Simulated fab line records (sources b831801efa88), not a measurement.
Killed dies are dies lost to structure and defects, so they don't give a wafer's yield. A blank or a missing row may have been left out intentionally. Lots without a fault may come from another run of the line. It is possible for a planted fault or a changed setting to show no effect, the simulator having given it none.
Which tool did it? :: flow gf180mcu :: 36 wafers sampled from 12 lots at 1 step of a route of 602

WHAT EACH GAUGE READ, for each wafer
GF_POLY_GATE_CD_MEAS_18.
lot: L075
measured: day 9 13:43
on: cd_sem-02
cd_nm (nm): 280.1 279.7 281.7

lot: L077
measured: day 10 01:17
on: cd_sem-01
cd_nm (nm): 280.9 278.7 278.7

lot: L079
measured: day 10 18:46
on: cd_sem-02
cd_nm (nm): 278.8 282.3 280.6

lot: L081
measured: day 11 04:07
on: cd_sem-01
cd_nm (nm): 273.6 280.7 279.6

lot: L083
measured: day 11 22:13
on: cd_sem-01
cd_nm (nm): 278.8 279.1 277.4

lot: L085
measured: day 12 12:43
on: cd_sem-01
cd_nm (nm): 281.1 280.8 278.2

lot: L087
measured: day 13 00:49
on: cd_sem-02
cd_nm (nm): 280.1 284.4 281.7

lot: L089
measured: day 13 15:53
on: cd_sem-01
cd_nm (nm): 279.5 278.8 281.1

lot: L091
measured: day 14 05:49
on: cd_sem-01
cd_nm (nm): 275.4 278.4 279.5

lot: L093
measured: day 15 01:56
on: cd_sem-02
cd_nm (nm): 282.0 280.3 281.9

lot: L095
measured: day 15 14:05
on: cd_sem-02
cd_nm (nm): 276.2 279.7 279.9

lot: L097
measured: day 16 09:04
on: cd_sem-02
cd_nm (nm): 280.0 280.4 278.7

TOOL THAT RAN EACH LOT (tool first, then ch and the chambers of the sampled wafers, then the start)
No process step before these readings appears in the record.

THE ANSWER, worked out from the rows above alone
Rule: usual is defined by the lots themselves. The widest of any qualifying gaps counts: lots, ordered by their means at a reading, are off when they make up no more than a third of the lots, leave a main group of 4 or more, and stand apart from it by 3 or more times the standard deviation of that group's means. Not used: any main group whose means are identical at the precision the tables above print for the reading. Also off: a lot with no number at a reading for which 4 or more lots have one. Any other lot the step has rows for is counted as sound.
None of the lots is off at any reading shown; this tells nothing.

WHAT WAS PUT IN BY THE SIMULATOR
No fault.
